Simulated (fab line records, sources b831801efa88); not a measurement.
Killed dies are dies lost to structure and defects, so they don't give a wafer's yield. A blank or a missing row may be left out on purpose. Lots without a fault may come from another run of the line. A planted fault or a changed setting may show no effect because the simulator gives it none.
Problem report in the 8D (eight disciplines) form, filled by code | flow gf180mcu | the parts of the form that need people (team, actions taken, sign-off) are left out

1. THE PROBLEM
V5_W_RS at GF_V5_RS_MEAS_24 reads a mean of 0.284 ohm/sq on 4 wafers of 2 lots; wafers without a fault read 0.323 ohm/sq with a standard deviation of 0.0047. That is -8.4 standard deviations from the usual mean.
The step: measures by four-point-probe.
First seen on wafer L666.2, day 32 08:19, on film_metro-03. The record holds 30 wafers of 10 lots with a number at this step. Rule for "out", or "out of limits": more than 4 standard deviations from the usual mean. The other wafers with a number count as sound.

2. WHAT IT IS AND WHAT IT IS NOT
question                    | is                             | is not
which readings at this step | V5_W_RS                        | -
which lots                  | L666, L668                     | L651, L652, L654, L655, L659, L671, L672, L674
which wafers of those lots  | L666.2, L666.6, L668.3, L668.5 | L666.5, L668.4
read on which gauges        | film_metro-02, film_metro-03   | film_metro-04
when                        | from day 32 08:19              | up to then (16 sound wafers); but 10 sound wafers of L668, L671, L672, L674 came after

3. SUSPECTS, AND WHAT RULES EACH OUT
Counting: a tool at a process step up to the reading stays a suspect if it ran every lot that is out. Sound lots after the first of them don't rule it out here, since some wafers of a struck lot are sound.
- the gauge at GF_V5_RS_MEAS_24: ruled out. The wafers that are out were read on 2 gauges (film_metro-02, film_metro-03).
- cvd_w-01 at GF_V5_CVD_23 (deposits W, target thk 350 nm, time 104.9 s): kept. It ran every lot that is out, first L666 (day 32 08:11); its last sound lot up to then is L659 (day 30 11:30).
- Within cvd_w-01 at GF_V5_CVD_23: the wafers that are out ran in chamber 0; their sound lot-mates ran in chamber 1.
Left after counting: cvd_w-01 at GF_V5_CVD_23.

4. THE CAUSE (what the simulator had put in)
Process parameter drift: cvd_w-01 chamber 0, from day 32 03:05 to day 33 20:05, at GF_V5_CVD_23. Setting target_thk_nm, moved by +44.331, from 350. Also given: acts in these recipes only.
Counting left only this tool.

5. THE CHAIN OF EFFECTS, in route order
Each row: a reading whose mean over the struck wafers that have a number lies more than 3 standard deviations from the usual. Only readings for which the record gives a usual standard deviation are gone through. hours: the time from each lot's start at the first step in this table that gives one to its start at this step, as a median over the lots. sigmas: the change in usual standard deviations.
hours | step              | reading            | usual        | on struck wafers | change | sigmas
0     | GF_V5_RS_MEAS_24  | V5_W_RS            | 0.323 ohm/sq | 0.284            | -0.039 | -8.4
4     | GF_V5_THK_MEAS_25 | V5_W_THK           | 363 nm       | 420              | +57    | +8.5
7     | GF_V5_CMP_26      | time_to_endpoint_s | 85 s         | 98               | +13    | +3.3
The process steps in it:
- GF_V5_CMP_26: polishes, stops on SiO2, t overpolish 15 s, target thk 0 nm.

6. WHAT WOULD HAVE CAUGHT IT SOONER
In this record the first reading out of limits at a measuring or inspecting step was taken at day 32 08:19, 5 hours after the fault began at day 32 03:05.
Of the tool readings at GF_V5_CVD_23 for which the record gives a usual standard deviation, none was out on any struck wafer, so an alarm limit of 4 standard deviations on them would not have fired.
Of the lots that are out (2), L668 began GF_V5_CVD_23 on cvd_w-01 after day 32 08:19. A hold on the tool at that time would have spared it.
